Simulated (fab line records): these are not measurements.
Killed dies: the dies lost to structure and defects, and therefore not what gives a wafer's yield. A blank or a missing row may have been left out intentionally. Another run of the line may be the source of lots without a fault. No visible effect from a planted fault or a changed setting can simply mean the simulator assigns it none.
Split-lot trial    flow sky130    23 wafers read across 5 lots, on a route 708 steps long

== THE SPLIT ==
At SKY_LDD_LDN_IMPLANT_09, the setting energy_kev was moved away from the recipe's 15 on 10 of the 23 wafers read, by -5.9% to +3.5%. The other wafers ran this setting at the recipe's value.

The split's own step is where the reading is taken.

== THE READING ==
In nm, at SKY_LDD_LDN_IMPLANT_09: implant.drp_nm, which is the simulator's own figure and was read by no gauge. No usual value for it is given in the file.

wafer   tool, chamber at the split  energy_kev as run  against the recipe  implant.drp_nm, nm  against lot-mates on the recipe
L075.1  implanter-03, 0             15                 recipe              5.933               -
L075.3  implanter-03, 0             15                 recipe              5.933               -
L075.2  implanter-03, 0             15.29              +1.9%               6.01                +0.077
L075.4  implanter-03, 0             15.29              +1.9%               6.01                +0.077
L075.6  implanter-03, 0             15.29              +1.9%               6.01                +0.077
L077.2  implanter-02, 0             15                 recipe              5.933               -
L077.3  implanter-02, 0             15                 recipe              5.933               -
L077.5  implanter-02, 0             15                 recipe              5.933               -
L079.1  implanter-03, 0             15.53              +3.5%               6.073               +0.140
L079.2  implanter-03, 0             15.53              +3.5%               6.073               +0.140
L079.4  implanter-03, 0             15.53              +3.5%               6.073               +0.140
L079.5  implanter-03, 0             15                 recipe              5.933               -
L079.6  implanter-03, 0             15                 recipe              5.933               -
L081.1  implanter-03, 0             15                 recipe              5.933               -
L081.4  implanter-03, 0             15                 recipe              5.933               -
L081.6  implanter-03, 0             15                 recipe              5.933               -
L081.2  implanter-03, 0             14.49              -3.4%               5.793               -0.140
L081.3  implanter-03, 0             14.49              -3.4%               5.793               -0.140
L085.1  implanter-02, 0             15                 recipe              5.933               -
L085.4  implanter-02, 0             15                 recipe              5.933               -
L085.6  implanter-02, 0             15                 recipe              5.933               -
L085.2  implanter-02, 0             14.12              -5.9%               5.69                -0.243
L085.5  implanter-02, 0             14.12              -5.9%               5.69                -0.243

FIT RESULTS
A straight line over all 23 wafers: implant.drp_nm changes by +0.0408 nm for each +1% of energy_kev; r = +1.00; the points scatter about the line by 0.0017 nm.
The same after taking each lot's own level away (the mean of its wafers on the recipe; 23 wafers): +0.0408 nm for each +1%; r = +1.00; scatter 0.0017 nm.
The reading moves by 0.24 nm for the largest change in energy_kev, on that fit.
The lots' own levels span 5.9330 to 5.9330 nm.
The two slopes agree, so the slope changes little with the lot-to-lot level.
Check: for one of the wafers moved furthest among these (-5.9%), held out of the fit, the line's prediction against its lot-mates is -0.239 nm. Against them it came out at -0.243 nm.

== OTHER SPLITS APPLIED TO THESE WAFERS ==
Other splits were also applied to these wafers ahead of the reading. Each is held against what the fit with the lots' levels taken away leaves over:
other split on the same wafers   wafers away from the commonest value  r with implant.drp_nm (lot level and that fit taken away)
SKY_LDD_HVP_COAT_02 spin_rpm     4                                     +0.05
SKY_LDD_HVP_IMPLANT_08 dose_cm2  11                                    -0.29

== THE WHOLE CHAIN: every reading that the file lists as answering this split, in the file's order ==
step                    what it does  reading                                                          change (the file's fit)                                                               r (the file's)
SKY_LDD_LDN_IMPLANT_09                implant.rp_nm (the simulator's own value, which no gauge read)   not straight: 12.51 at the lowest setting, 12.69 at the recipe, 13.08 at the highest  not given
SKY_LDD_LDN_IMPLANT_09                implant.drp_nm (the simulator's own value, which no gauge read)  +0.0409 nm for each +1% of the setting                                                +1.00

== FILE'S OWN FIT ==
implant.drp_nm changes by +0.0409 nm for each +1% of energy_kev, r = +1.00.
